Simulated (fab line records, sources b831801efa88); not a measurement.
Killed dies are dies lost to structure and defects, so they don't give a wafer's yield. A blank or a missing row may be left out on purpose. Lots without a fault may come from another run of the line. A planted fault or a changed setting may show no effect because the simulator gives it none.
Chamber matching | flow gf180mcu | GF_V3_CMP_26 on cmp-02: 4 sister chambers
The step polishes, stops on SiO2, t overpolish 15 s, target thk 0 nm. 4 wafers are shown with their chamber, then 12 later ones without.

WAFERS WITH THEIR CHAMBER
wafer  | chamber | motor_current_A (A)
L091.2 | 2       | 13.2
L091.4 | 1       | 8.5
L090.3 | 3       | 12.6
L090.5 | 0       | 10.2

WAFERS WITHOUT THEIR CHAMBER
wafer  | motor_current_A (A)
L092.1 | 8.9
L092.2 | 12.0
L092.6 | 12.2
L093.1 | 10.1
L093.2 | 11.9
L093.6 | 10.3
L095.3 | 13.2
L095.5 | 12.6
L095.6 | 8.5
L096.3 | 9.0
L096.4 | 12.4
L096.5 | 11.9

WHICH CHAMBER EACH WENT THROUGH
wafer  | from the rows above     | in truth
L092.1 | 1                       | 1
L092.2 | can't be placed: 3 or 2 | 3
L092.6 | can't be placed: 3 or 2 | 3
L093.1 | 0                       | 0
L093.2 | can't be placed: 3 or 2 | 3
L093.6 | 0                       | 0
L095.3 | can't be placed: 2 or 3 | 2
L095.5 | can't be placed: 3 or 2 | 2
L095.6 | 1                       | 1
L096.3 | can't be placed: 1 or 0 | 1
L096.4 | can't be placed: 3 or 2 | 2
L096.5 | can't be placed: 3 or 2 | 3
Placed correctly: 4 of 12. Can't be placed from these rows: 8 (the true chamber is among the candidates in 8). Placed wrongly: 0.
How it was worked out, from the rows above alone: a wafer's distance from a chamber is the root of the sum, over the readings, of the square of ((its reading less the chamber's mean) divided by the reading's scatter). The wafer belongs to the nearest chamber; if the next one is less than 2 further off, it can't be placed. A chamber's mean is the mean of its shown wafers. The scatter: with one shown wafer a chamber, the root of the mean of the squares of how far each hidden wafer lies from its nearest shown one.
